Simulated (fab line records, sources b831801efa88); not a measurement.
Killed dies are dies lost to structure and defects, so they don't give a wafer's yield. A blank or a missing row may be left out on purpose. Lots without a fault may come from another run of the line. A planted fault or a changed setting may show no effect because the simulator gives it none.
A struck lot beside a sound one | flow sky130 | 19 steps out of a route of 708
Sound: wafers L794.4, L794.5, L794.6. Struck: wafers L805.1, L805.2, L805.5. The cause comes at the end.
At each step with rows: each side's tool, then ch and its chambers, then its first start. Under that, the readings that differ: sound wafers | struck wafers | difference of the means | sigmas: that difference in standard deviations of wafers without a fault.
alike: readings whose means differ by less than 2 such deviations, and words and numbers that are the same on both sides. not compared: withheld readings, readings that some wafer has no value for, bounds like >300 that may hide the same value, and numbers for which the record gives no deviation and whose values overlap.
The two part at a step that has a row with sigmas, a row that says differs or no value, or rows on one side only. Numbers that don't overlap but have no deviation are shown without sigmas and don't part them. A reading that every wafer of one side lacks parts them only if that side has two wafers or more.

first, 1 step without rows for these wafers: SKY_RES_XHIGH_IMPLANT_07.
SKY_RES_XHIGH_STRIP_08: strips in O2/N2.
  sound on plasma_asher-02 ch 0,1, day 27 20:22; struck on plasma_asher-01 ch 0,1, day 31 19:50
  reading                     | sound       | struck      | difference | sigmas
  drypump_motor_current_A (A) | 6.4 6.4 5.4 | 5.3 5.3 5.4 | -0.7       | -2
  alike: oes_product_au, strip_time_to_endpoint_s
  not compared: rf_hours_counter_h
SKY_RES_XHIGH_TW_MEAS_09:
  sound on film_metro-02, day 27 20:28; struck on film_metro-02, day 31 19:56
  alike: RES_XHIGH_TW
then, 7 steps without rows for these wafers: SKY_SD_N_DEHYDRATE_00 (time 60 s); SKY_SD_N_HMDS_01 (prime time 60 s); SKY_SD_N_COAT_02 (resist thk 1140 nm); SKY_SD_N_SOFTBAKE_03 (time 60 s); SKY_SD_N_EXPOSE_04 (exposes mask NSDM, target cd 380 nm); SKY_SD_N_PEB_05; SKY_SD_N_DEVELOP_06 (develop time 60 s).
SKY_SD_N_CD_MEAS_07: target cd 380 nm.
  sound on cd_sem-01, day 29 00:37; struck on cd_sem-02, day 32 22:55
  alike: cd_nm
SKY_SD_N_OVL_MEAS_08:
  sound on overlay-01, day 29 00:42; struck on overlay-01, day 32 23:02
  alike: SD_N_OVL
SKY_SD_N_IMPLANT_09:
  sound on implanter-02 ch 0, day 29 00:48; struck on implanter-02 ch 0, day 32 23:04
  reading                   | sound                | struck               | difference | sigmas
  beam_energy_keV           | 49.953 50.001 49.985 | 60.941 60.919 60.931 | +10.951    | +99 or more
  model.implant.rp_nm (nm)  | 33.08 33.08 33.08    | 36.93 36.93 36.93    | +3.85      |
  model.implant.drp_nm (nm) | 14.11 14.11 14.11    | 16.4 16.4 16.4       | +2.3       |
then, 1 step without rows for these wafers: SKY_SD_N_IMPLANT_10.
SKY_SD_N_STRIP_11: strips in O2/N2.
  sound on plasma_asher-03 ch 0,1, day 29 01:03; struck on plasma_asher-03 ch 0,1, day 32 23:22
  reading                      | sound             | struck            | difference | sigmas
  oes_product_au (a.u.)        | 0.536 0.521 0.523 | 0.512 0.507 0.512 | -0.016     | -4
  strip_time_to_endpoint_s (s) | 22.50 22.48 22.50 | 24.24 24.19 24.23 | +1.73      | +40
  alike: drypump_motor_current_A
  not compared: rf_hours_counter_h
SKY_SD_N_TW_MEAS_12:
  sound on film_metro-04, day 29 01:09; struck on film_metro-04, day 32 23:47
  reading | sound          | struck         | difference | sigmas
  SD_N_TW | 3941 3967 3964 | 4142 4145 4129 | +181       | +8
  not compared: hold
SKY_SD_N_RTA_14: time 2 s.
  sound on rtp_anneal-02 ch 0, day 29 01:16; struck on rtp_anneal-01 ch 0, day 33 03:41
  alike: anneal_temp_c_max, lamp_power_pct, ramp_up_c_per_s, wafer_temp_C_max
SKY_SD_N_RS_MEAS_16: measures by four-point-probe.
  sound on film_metro-02, day 29 01:28; struck on film_metro-02, day 33 04:22
  reading          | sound             | struck            | difference | sigmas
  SD_N_RS (ohm/sq) | 68.63 68.56 68.62 | 61.68 61.68 61.75 | -6.90      | -69
  not compared: hold
then, 1 step without rows for these wafers: SKY_PAD_OPEN_PROBE_99.

WHERE THEY PART
First at SKY_RES_XHIGH_STRIP_08; last, within this record, at SKY_SD_N_RS_MEAS_16.

WHY: what the simulator had put in
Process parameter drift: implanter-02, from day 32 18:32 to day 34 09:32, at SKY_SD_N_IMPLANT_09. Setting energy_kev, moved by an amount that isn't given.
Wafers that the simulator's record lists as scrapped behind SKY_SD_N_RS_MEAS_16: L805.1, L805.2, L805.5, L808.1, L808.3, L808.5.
